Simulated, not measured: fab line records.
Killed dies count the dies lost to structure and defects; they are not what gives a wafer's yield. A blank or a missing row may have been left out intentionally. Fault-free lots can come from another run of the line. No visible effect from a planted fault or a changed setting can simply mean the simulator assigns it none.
Struck lot and sound lot, side by side -- flow sky130 -- 17 out of 708 route steps
Sound: these wafers, L454.3, L454.4, L454.5. Struck: wafers L463.2, L463.5. (L463.4 of the same lot was not struck and is left out.) The cause comes at the end.
Order at every step that has rows: each side's tool, ch and its chambers, its first start. Under that, the readings that differ: sound wafers -- struck wafers -- difference of the means -- sigmas: that difference in standard deviations of wafers without a fault.
alike: same words and numbers on both sides, and readings whose means sit less than 2 such deviations apart. not compared: any withheld reading, any reading some wafer has no value for, any bound like >300 that may hide the same value, and any number with overlapping values for which the record gives no deviation.
The two part at a step that has a row with sigmas, a row that says differs or no value, or rows on one side only. When numbers do not overlap yet have no deviation, they are printed without sigmas and do not part them. A reading missing from all wafers of one side parts the sides only when that side holds two or more wafers.

SKY_LI_CONTACT_CMP_02: polishes PSG.
  sound on cmp-01 ch 0,2, day 27 21:06; struck on cmp-02 ch 0,1, day 31 02:39
  alike: motorCurrentA, retainingRingPressureFrac, slurryFilterDpKPa, timeToEndpointS
SKY_LI_CONTACT_BOW_MEAS_03:
  sound: filmMetro-04 at day 27 21:23; struck: filmMetro-03 at day 31 02:52
  alike: LI_CONTACT_BOW
then, 8 steps without rows for these wafers: SKY_LI_CONTACT_DEHYDRATE_04 (time 60 s); SKY_LI_CONTACT_HMDS_05 (prime time 60 s); SKY_LI_CONTACT_COAT_06 (resist thk 60 nm); SKY_LI_CONTACT_COAT_07 (resist thk 450 nm); SKY_LI_CONTACT_SOFTBAKE_08 (time 90 s); SKY_LI_CONTACT_EXPOSE_09 (exposes mask LICM1, target cd 170 nm); SKY_LI_CONTACT_PEB_10; SKY_LI_CONTACT_DEVELOP_11 (develop time 60 s).
SKY_LI_CONTACT_CD_MEAS_12 targets a cd of 170 nm.
  sound: cdSem-02 at day 29 01:31; struck: cdSem-01 at day 32 05:32
  alike: cdNm
SKY_LI_CONTACT_OVL_MEAS_13:
  sound: overlay-02 at day 29 01:36; struck: overlay-02 at day 32 05:38
  alike: LI_CONTACT_OVL
SKY_LI_CONTACT_ETCH_14: etches BARC in N2/H2, stops on SiO2, time 45.9 s, target depth 60 nm.
  sound on rieDiel-02 ch 0,1,3, day 29 01:37; struck on rieDiel-02 ch 1, day 32 05:40
reading,sound,struck,difference,sigmas
oesProductAu (a.u.),0.851 0.852 0.854,1.004 1.006,+0.153,+31
runLengthS (s),74.6 73.4 74.3,43.9 43.5,-30.4,-74
model.etch.depthNm (nm),60.24 60.02 60.14,27.28 27.18,-32.90,
model.KrF-thick_of_LI_CONTACT_COAT_07.thkNm (nm),393.3 392 391.5,422.1 421.3,+29.4,
model.LI_CONTACT.cdNm (nm),169.6 171.2 170.9,163.9 165,-6.1,
  alike: drypumpMotorCurrentA, throttleValvePct
  not compared: rfHoursCounterH
SKY_LI_CONTACT_ETCH_15: etches PSG in C4F8/O2/Ar, stops on Si, target depth 600 nm.
  sound on rieDiel-02 ch 0,1,3, day 29 01:40; struck on rieDiel-02 ch 1, day 32 05:43
reading,sound,struck,difference,sigmas
model.KrF-thick_of_LI_CONTACT_COAT_07.thkNm (nm),229.6 228.4 230.3,262.5 261.5,+32.6,
model.LI_CONTACT.cdNm (nm),168.5 171 170.9,163.4 164.9,-6.0,
  alike: oesProductAu
SKY_LI_CONTACT_STRIP_16: strips in O2/N2.
  sound on plasmaAsher-02 ch 0,1, day 29 01:47; struck on plasmaAsher-04 ch 0,1, day 32 05:48
reading,sound,struck,difference,sigmas
oesProductAu (a.u.),0.373 0.370 0.373,0.393 0.389,+0.019,+5
stripTimeToEndpointS (s),3.474 3.474 3.490,3.819 3.829,+0.345,+13
  alike: drypumpMotorCurrentA
  not compared: rfHoursCounterH
then, 1 step without rows for these wafers: SKY_LI_CONTACT_CLEAN_17 (cleans in NMP, time 600 s).
-- the record jumps here: 16 days lie between the struck wafers' starts before and after (it left off in module LI_CONTACT and takes up again in module PAD_OPEN, whose first step shown is number 708 of the route) --
SKY_PAD_OPEN_PROBE_99:
  sound: prober-02 at day 45 20:16; struck: prober-01 at day 48 04:54
reading,sound,struck,difference,sigmas
model.etest.liconPdiff.rcOhm,606.3 581.3 571.9,712.9 694.6,+117.2,
model.etest.nfetG5v0d10v5.rOnOhmUm,1887 1901 1870,1944 1934,+53,
model.etest.liconHighPo.rcOhm,358.6 351.5 360,408.8 398.1,+46.8,
model.etest.nfet_01v8.rOnOhmUm,819.8 838.7 833.8,877.1 874.4,+45.0,
model.etest.liconNdiff.rcOhm,176.6 175.1 176.2,231.9 228.5,+54.2,
model.etest.sonosUncharged.rOnOhmUm,820.6 807.8 825,850.1 832.6,+23.6,
  alike: killed_at_M0_to_M3, killed_at_M4_up, killedAtContacts, killedAtFrontEnd, killedAtOther, killedDies, killedOnRim, killedOpen, killedShort
  not compared: model.etest.pfet_01v8.rOnOhmUm, model.etest.pfetG5v0d10v5.rOnOhmUm

## WHERE THEY PART
At SKY_LI_CONTACT_ETCH_14 first; at SKY_LI_CONTACT_STRIP_16 last (within this record only). Later steps at which nothing parts them and some readings are alike: SKY_PAD_OPEN_PROBE_99.

WHY: whatever the simulator had introduced
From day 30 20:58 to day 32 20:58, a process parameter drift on rieDiel-02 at SKY_LI_CONTACT_ETCH_14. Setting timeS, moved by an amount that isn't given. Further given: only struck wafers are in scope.
